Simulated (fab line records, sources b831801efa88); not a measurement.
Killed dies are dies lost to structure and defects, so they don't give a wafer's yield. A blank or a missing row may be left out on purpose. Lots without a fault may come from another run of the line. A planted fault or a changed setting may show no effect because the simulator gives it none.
Tool commonality check | flow sky130 | 10 lots, 30 wafers sampled

WHY IT WAS OPENED
At SKY_RES_XHIGH_TW_MEAS_09 the reading RES_XHIGH_TW is flagged on 3 of 10 lots. Wafers without a fault read 1656, standard deviation 33.
Rule: a lot is flagged when every wafer of it that has a number lies more than 4 standard deviations from that mean, or none has a number. The other lots count as sound.

lot  | measured     | on            | RES_XHIGH_TW, wafer by wafer | flag
L468 | day 26 11:25 | film_metro-04 | 1607 1598 1603               |
L469 | day 26 16:01 | film_metro-02 | 1637 1630 1635               |
L471 | day 28 01:02 | film_metro-01 | 1684 1676 1692               |
L473 | day 28 18:43 | film_metro-01 | 2060 2070 2063               | FLAGGED
L474 | day 29 04:40 | film_metro-01 | 1693 1698 1699               |
L475 | day 29 12:50 | film_metro-01 | 2087 2073 2077               | FLAGGED
L476 | day 29 13:04 | film_metro-01 | 2072 2078 2076               | FLAGGED
L486 | day 33 04:28 | film_metro-04 | 1603 1609 1608               |
L487 | day 33 08:08 | film_metro-04 | 1609 1611 1619               |
L490 | day 34 00:42 | film_metro-02 | 1642 1636 1632               |
The numbers of the flagged lots are 2073 on average: +417 against the usual, or +13 standard deviations.

WHICH TOOL RAN EACH LOT
The record holds 4 process steps before the reading, out of a route of 708 steps. In each cell: the tool, then ch and the chambers that the sampled wafers went through, then the start.
lot  | flag    | SKY_POLY_CUT_STRIP_12                | SKY_SD_P_STRIP_10                    | SKY_RES_XHIGH_IMPLANT_07        | SKY_RES_XHIGH_STRIP_08
L468 |         | plasma_asher-02 ch 0,1, day 24 01:28 | plasma_asher-04 ch 0,1, day 25 06:41 | implanter-02 ch 0, day 26 11:10 | plasma_asher-03 ch 0,1, day 26 11:19
L469 |         | plasma_asher-01 ch 0, day 24 04:56   | plasma_asher-02 ch 1, day 25 10:11   | implanter-01 ch 0, day 26 15:46 | plasma_asher-04 ch 0,1, day 26 15:55
L471 |         | plasma_asher-01 ch 0,1, day 25 13:56 | plasma_asher-02 ch 0,1, day 26 19:41 | implanter-01 ch 0, day 28 00:47 | plasma_asher-03 ch 0,1, day 28 00:56
L473 | FLAGGED | plasma_asher-01 ch 0,1, day 26 07:58 | plasma_asher-02 ch 0,1, day 27 12:44 | implanter-04 ch 0, day 28 18:10 | plasma_asher-04 ch 0,1, day 28 18:37
L474 |         | plasma_asher-03 ch 0,1, day 26 18:00 | plasma_asher-04 ch 0,1, day 27 23:31 | implanter-04 ch 0, day 29 04:25 | plasma_asher-03 ch 0, day 29 04:34
L475 | FLAGGED | plasma_asher-03 ch 0,1, day 27 02:12 | plasma_asher-02 ch 0,1, day 28 07:37 | implanter-01 ch 0, day 29 12:15 | plasma_asher-04 ch 0,1, day 29 12:42
L476 | FLAGGED | plasma_asher-02 ch 0, day 27 03:22   | plasma_asher-01 ch 0, day 28 08:31   | implanter-02 ch 0, day 29 12:30 | plasma_asher-03 ch 0, day 29 12:58
L486 |         | plasma_asher-03 ch 0,1, day 30 22:20 | plasma_asher-01 ch 0,1, day 32 01:14 | implanter-02 ch 0, day 33 04:14 | plasma_asher-03 ch 0,1, day 33 04:22
L487 |         | plasma_asher-03 ch 0,1, day 31 01:20 | plasma_asher-02 ch 0,1, day 32 05:28 | implanter-04 ch 0, day 33 07:55 | plasma_asher-03 ch 0,1, day 33 08:02
L490 |         | plasma_asher-02 ch 0,1, day 31 17:56 | plasma_asher-02 ch 0,1, day 32 21:53 | implanter-04 ch 0, day 34 00:27 | plasma_asher-03 ch 0,1, day 34 00:36
What these steps do:
- SKY_POLY_CUT_STRIP_12: strips in O2/N2.
- SKY_SD_P_STRIP_10: strips in O2/N2.
- SKY_RES_XHIGH_IMPLANT_07
- SKY_RES_XHIGH_STRIP_08: strips in O2/N2.
- SKY_RES_XHIGH_TW_MEAS_09

FLAGGED OVER TOTAL, TOOL BY TOOL (the gauges that took the reading come last)
step                     | tool            | lots run | flagged | share of the flagged lots | sound lots run after its first flagged lot
SKY_POLY_CUT_STRIP_12    | plasma_asher-01 | 3        | 1       | some                      | 0
SKY_POLY_CUT_STRIP_12    | plasma_asher-02 | 3        | 1       | some                      | 1 (L490)
SKY_POLY_CUT_STRIP_12    | plasma_asher-03 | 4        | 1       | some                      | 2 (L486,L487)
SKY_SD_P_STRIP_10        | plasma_asher-01 | 2        | 1       | some                      | 1 (L486)
SKY_SD_P_STRIP_10        | plasma_asher-02 | 6        | 2       | some                      | 2 (L487,L490)
SKY_SD_P_STRIP_10        | plasma_asher-04 | 2        | 0       | none                      | -
SKY_RES_XHIGH_IMPLANT_07 | implanter-01    | 3        | 1       | some                      | 0
SKY_RES_XHIGH_IMPLANT_07 | implanter-02    | 3        | 1       | some                      | 1 (L486)
SKY_RES_XHIGH_IMPLANT_07 | implanter-04    | 4        | 1       | some                      | 3 (L474,L487,L490)
SKY_RES_XHIGH_STRIP_08   | plasma_asher-03 | 7        | 1       | some                      | 3 (L486,L487,L490)
SKY_RES_XHIGH_STRIP_08   | plasma_asher-04 | 3        | 2       | some                      | 0
SKY_RES_XHIGH_TW_MEAS_09 | film_metro-01   | 5        | 3       | all                       | 1 (L474)
SKY_RES_XHIGH_TW_MEAS_09 | film_metro-02   | 2        | 0       | none                      | -
SKY_RES_XHIGH_TW_MEAS_09 | film_metro-04   | 3        | 0       | none                      | -

WHAT THE TABLE ALLOWS
1 row of the table ran every flagged lot: film_metro-01 at SKY_RES_XHIGH_TW_MEAS_09.
- film_metro-01 at SKY_RES_XHIGH_TW_MEAS_09: 3 of its 5 lots flagged. Sound lots ran on it after the first flagged one (L474), which a lasting fault on the whole tool wouldn't allow.
No row of the table ran every flagged lot and no sound lot after the first.

WHAT THE SIMULATOR HAD PUT IN
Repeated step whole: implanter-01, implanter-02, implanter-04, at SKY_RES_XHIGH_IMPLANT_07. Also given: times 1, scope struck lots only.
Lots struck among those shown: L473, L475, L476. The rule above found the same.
